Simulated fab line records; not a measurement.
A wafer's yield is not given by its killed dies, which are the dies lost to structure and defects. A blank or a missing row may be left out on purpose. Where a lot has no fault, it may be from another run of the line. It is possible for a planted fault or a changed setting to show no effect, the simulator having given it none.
Which tool is to blame? / flow gf180mcu / 42 wafers from 14 lots sampled at 5 of the route's 602 steps

== WHAT EACH GAUGE READ, for each wafer ==
GF_MVSD_TW_MEAS_11.
lot=L506; measured=day 4 11:49; on=film_metro-03; MVSD_TW=1578 1578 1578
lot=L507; measured=day 4 15:47; on=film_metro-04; MVSD_TW=1593 1603 1598
lot=L508; measured=day 4 20:59; on=film_metro-03; MVSD_TW=1572 1574 1570
lot=L509; measured=day 5 07:28; on=film_metro-02; MVSD_TW=1588 1595 1590
lot=L511; measured=day 5 16:07; on=film_metro-04; MVSD_TW=1583 1581 1573
lot=L513; measured=day 5 22:07; on=film_metro-03; MVSD_TW=1582 1579 1579
lot=L515; measured=day 6 12:16; on=film_metro-03; MVSD_TW=1579 1583 1583
lot=L516; measured=day 6 18:37; on=film_metro-03; MVSD_TW=1574 1576 1576
lot=L517; measured=day 6 23:04; on=film_metro-02; MVSD_TW=1588 1586 1583
lot=L518; measured=day 7 09:13; on=film_metro-03; MVSD_TW=1581 1583 1583
lot=L520; measured=day 8 05:40; on=film_metro-04; MVSD_TW=1577 1569 1584
lot=L524; measured=day 9 00:14; on=film_metro-03; MVSD_TW=1588 1583 1576
lot=L525; measured=day 9 04:07; on=film_metro-03; MVSD_TW=1580 1586 1581
lot=L529; measured=day 10 00:22; on=film_metro-02; MVSD_TW=1593 1581 1583

GF_VT_IMPLANT_OVL_MEAS_29.
lot=L506; measured=day 6 20:25; on=overlay-01; VT_IMPLANT_02_OVL (nm)=1.1 0.9 0.2
lot=L507; measured=day 7 01:02; on=overlay-01; VT_IMPLANT_02_OVL (nm)=0.1 1.3 -0.9
lot=L508; measured=day 7 04:56; on=overlay-02; VT_IMPLANT_02_OVL (nm)=-0.9 -1.8 -0.3
lot=L509; measured=day 7 18:23; on=overlay-02; VT_IMPLANT_02_OVL (nm)=0.9 -0.1 -0.1
lot=L511; measured=day 8 05:10; on=overlay-02; VT_IMPLANT_02_OVL (nm)=1.0 0.9 -0.9
lot=L513; measured=day 8 11:58; on=overlay-02; VT_IMPLANT_02_OVL (nm)=-0.1 -0.7 1.3
lot=L515; measured=day 9 03:53; on=overlay-01; VT_IMPLANT_02_OVL (nm)=-2.0 -1.5 -1.0
lot=L516; measured=day 9 10:56; on=overlay-01; VT_IMPLANT_02_OVL (nm)=-0.4 0.4 1.9
lot=L517; measured=day 9 16:56; on=overlay-01; VT_IMPLANT_02_OVL (nm)=-1.7 -0.1 0.1
lot=L518; measured=day 10 02:52; on=overlay-01; VT_IMPLANT_02_OVL (nm)=-0.7 1.8 0.2
lot=L520; measured=day 11 03:11; on=overlay-01; VT_IMPLANT_02_OVL (nm)=0.5 -1.5 -0.1
lot=L524; measured=day 12 01:02; on=overlay-02; VT_IMPLANT_02_OVL (nm)=-1.1 0.4 -1.2
lot=L525; measured=day 12 04:08; on=overlay-02; VT_IMPLANT_02_OVL (nm)=-2.1 -0.4 -1.4
lot=L529; measured=day 13 04:14; on=overlay-02; VT_IMPLANT_02_OVL (nm)=1.7 1.4 3.0

GF_DUAL_GATE_THK_MEAS_03.
lot=L506; measured=day 7 14:41; on=film_metro-01; DUAL_GATE_OXIDATION_00_THK (nm)=10.84 10.80 10.98
lot=L507; measured=day 7 19:40; on=film_metro-02; DUAL_GATE_OXIDATION_00_THK (nm)=10.95 11.04 10.93
lot=L508; measured=day 7 23:34; on=film_metro-02; DUAL_GATE_OXIDATION_00_THK (nm)=10.75 10.79 10.93
lot=L509; measured=day 8 14:27; on=film_metro-02; DUAL_GATE_OXIDATION_00_THK (nm)=10.82 10.88 10.83
lot=L511; measured=day 9 02:09; on=film_metro-02; DUAL_GATE_OXIDATION_00_THK (nm)=10.63 10.76 10.97
lot=L513; measured=day 9 07:43; on=film_metro-01; DUAL_GATE_OXIDATION_00_THK (nm)=10.94 10.80 10.77
lot=L515; measured=day 9 23:52; on=film_metro-03; DUAL_GATE_OXIDATION_00_THK (nm)=10.67 10.77 10.68
lot=L516; measured=day 10 07:09; on=film_metro-02; DUAL_GATE_OXIDATION_00_THK (nm)=10.71 10.52 10.52
lot=L517; measured=day 10 14:28; on=film_metro-02; DUAL_GATE_OXIDATION_00_THK (nm)=10.63 10.94 10.58
lot=L518; measured=day 11 00:46; on=film_metro-02; DUAL_GATE_OXIDATION_00_THK (nm)=10.70 10.73 10.60
lot=L520; measured=day 12 00:38; on=film_metro-03; DUAL_GATE_OXIDATION_00_THK (nm)=10.81 10.95 10.84
lot=L524; measured=day 12 23:58; on=film_metro-01; DUAL_GATE_OXIDATION_00_THK (nm)=10.94 10.83 10.92
lot=L525; measured=day 13 01:57; on=film_metro-03; DUAL_GATE_OXIDATION_00_THK (nm)=10.87 10.64 10.70
lot=L529; measured=day 14 02:51; on=film_metro-02; DUAL_GATE_OXIDATION_00_THK (nm)=10.88 10.90 10.78

GF_POLY_GATE_THK_MEAS_01.
lot=L506; measured=day 8 09:37; on=film_metro-04; POLY_GATE_CVD_00_THK (nm)=200.7 199.6 201.2
lot=L507; measured=day 8 14:47; on=film_metro-01; POLY_GATE_CVD_00_THK (nm)=200.9 202.7 201.6
lot=L508; measured=day 8 19:11; on=film_metro-04; POLY_GATE_CVD_00_THK (nm)=199.0 199.2 198.2
lot=L509; measured=day 9 09:53; on=film_metro-02; POLY_GATE_CVD_00_THK (nm)=202.4 200.1 202.0
lot=L511; measured=day 9 22:53; on=film_metro-01; POLY_GATE_CVD_00_THK (nm)=201.2 201.4 202.0
lot=L513; measured=day 10 05:39; on=film_metro-04; POLY_GATE_CVD_00_THK (nm)=200.1 200.7 200.1
lot=L515; measured=day 10 22:43; on=film_metro-02; POLY_GATE_CVD_00_THK (nm)=200.0 200.1 200.8
lot=L516; measured=day 11 04:55; on=film_metro-01; POLY_GATE_CVD_00_THK (nm)=200.0 199.6 198.8
lot=L517; measured=day 11 11:47; on=film_metro-01; POLY_GATE_CVD_00_THK (nm)=202.4 204.2 202.6
lot=L518; measured=day 11 22:31; on=film_metro-04; POLY_GATE_CVD_00_THK (nm)=204.6 202.2 204.9
lot=L520; measured=day 12 23:02; on=film_metro-01; POLY_GATE_CVD_00_THK (nm)=201.2 198.7 200.4
lot=L524; measured=day 13 23:51; on=film_metro-02; POLY_GATE_CVD_00_THK (nm)=201.7 201.2 203.9
lot=L525; measured=day 14 03:40; on=film_metro-04; POLY_GATE_CVD_00_THK (nm)=402.0 400.2 402.3
lot=L529; measured=day 15 04:58; on=film_metro-02; POLY_GATE_CVD_00_THK (nm)=397.1 398.3 396.9

== TOOL THAT RAN EACH LOT (tool first, then ch and the chambers of the sampled wafers, then the start) ==
lot=L506; GF_POLY_GATE_CVD_00=lpcvd-02 ch 0, day 8 08:17
lot=L507; GF_POLY_GATE_CVD_00=lpcvd-02 ch 0, day 8 13:27
lot=L508; GF_POLY_GATE_CVD_00=lpcvd-01 ch 1, day 8 17:51
lot=L509; GF_POLY_GATE_CVD_00=lpcvd-01 ch 0, day 9 08:33
lot=L511; GF_POLY_GATE_CVD_00=lpcvd-01 ch 1, day 9 21:34
lot=L513; GF_POLY_GATE_CVD_00=lpcvd-02 ch 1, day 10 04:18
lot=L515; GF_POLY_GATE_CVD_00=lpcvd-02 ch 1, day 10 21:23
lot=L516; GF_POLY_GATE_CVD_00=lpcvd-02 ch 1, day 11 03:35
lot=L517; GF_POLY_GATE_CVD_00=lpcvd-01 ch 0, day 11 10:27
lot=L518; GF_POLY_GATE_CVD_00=lpcvd-01 ch 0, day 11 21:10
lot=L520; GF_POLY_GATE_CVD_00=lpcvd-02 ch 0, day 12 21:43
lot=L524; GF_POLY_GATE_CVD_00=lpcvd-02 ch 1, day 13 22:31
lot=L525; GF_POLY_GATE_CVD_00=lpcvd-02 ch 1, day 14 00:49
lot=L529; GF_POLY_GATE_CVD_00=lpcvd-01 ch 1, day 15 02:08
- GF_POLY_GATE_CVD_00: deposits poly-Si, target thk 200 nm, time 1200 s.

== WHAT THE TOOLS THEMSELVES READ (means of the sampled wafers that have a number; where no wafer has one, the mark that the record gives instead) ==
GF_POLY_GATE_CVD_00.
lot=L506; tool=lpcvd-02; spike_tc_upper_C (C)=621.8; zone_power_top_pct (%)=19.4
lot=L507; tool=lpcvd-02; spike_tc_upper_C (C)=622.2; zone_power_top_pct (%)=19.3
lot=L508; tool=lpcvd-01; spike_tc_upper_C (C)=619.7; zone_power_top_pct (%)=18.8
lot=L509; tool=lpcvd-01; spike_tc_upper_C (C)=620.8; zone_power_top_pct (%)=24.6
lot=L511; tool=lpcvd-01; spike_tc_upper_C (C)=618.9; zone_power_top_pct (%)=18.8
lot=L513; tool=lpcvd-02; spike_tc_upper_C (C)=620.0; zone_power_top_pct (%)=17.7
lot=L515; tool=lpcvd-02; spike_tc_upper_C (C)=619.4; zone_power_top_pct (%)=17.5
lot=L516; tool=lpcvd-02; spike_tc_upper_C (C)=619.5; zone_power_top_pct (%)=17.7
lot=L517; tool=lpcvd-01; spike_tc_upper_C (C)=621.0; zone_power_top_pct (%)=24.8
lot=L518; tool=lpcvd-01; spike_tc_upper_C (C)=621.1; zone_power_top_pct (%)=24.8
lot=L520; tool=lpcvd-02; spike_tc_upper_C (C)=621.4; zone_power_top_pct (%)=19.5
lot=L524; tool=lpcvd-02; spike_tc_upper_C (C)=618.9; zone_power_top_pct (%)=17.8
lot=L525; tool=lpcvd-02; spike_tc_upper_C (C)=620.0; zone_power_top_pct (%)=17.8
lot=L529; tool=lpcvd-01; spike_tc_upper_C (C)=620.4; zone_power_top_pct (%)=18.9

== THE ANSWER, worked out from the rows above alone ==
Rule: what is usual is taken from the lots themselves. Put in order of their means at a reading, lots are off if they are a third of the lots or fewer, leave a main group of 4 or more, and stand apart from it by a gap of 3 or more times the standard deviation of the main group's means; of several such gaps the widest counts. The tables above print the reading to a certain number of digits; a main group whose means all agree to those digits is not used. A lot without any number at a reading at which 4 lots or more have one is off too. Any other lot the step has rows for is counted as sound. Order of review: gauges by route order, followed by the tools' own readings, for which a lot's mean as printed above is used. The first step at which some lot is off is used, and at that step the reading that is off furthest; a lot without a number counts as furthest.
Off: at GF_POLY_GATE_THK_MEAS_01 (POLY_GATE_CVD_00_THK), L525, L529. For the main group the mean is 201.1 nm and the standard deviation 1.4.
A tool fits if, at a process step before that reading, it ran every lot that is off, and no sound lot after the first of them. Those tools and the gauges at GF_POLY_GATE_THK_MEAS_01 are tried in the same way. Of those tried, none fits.

== WHAT HAD BEEN PUT IN BY THE SIMULATOR ==
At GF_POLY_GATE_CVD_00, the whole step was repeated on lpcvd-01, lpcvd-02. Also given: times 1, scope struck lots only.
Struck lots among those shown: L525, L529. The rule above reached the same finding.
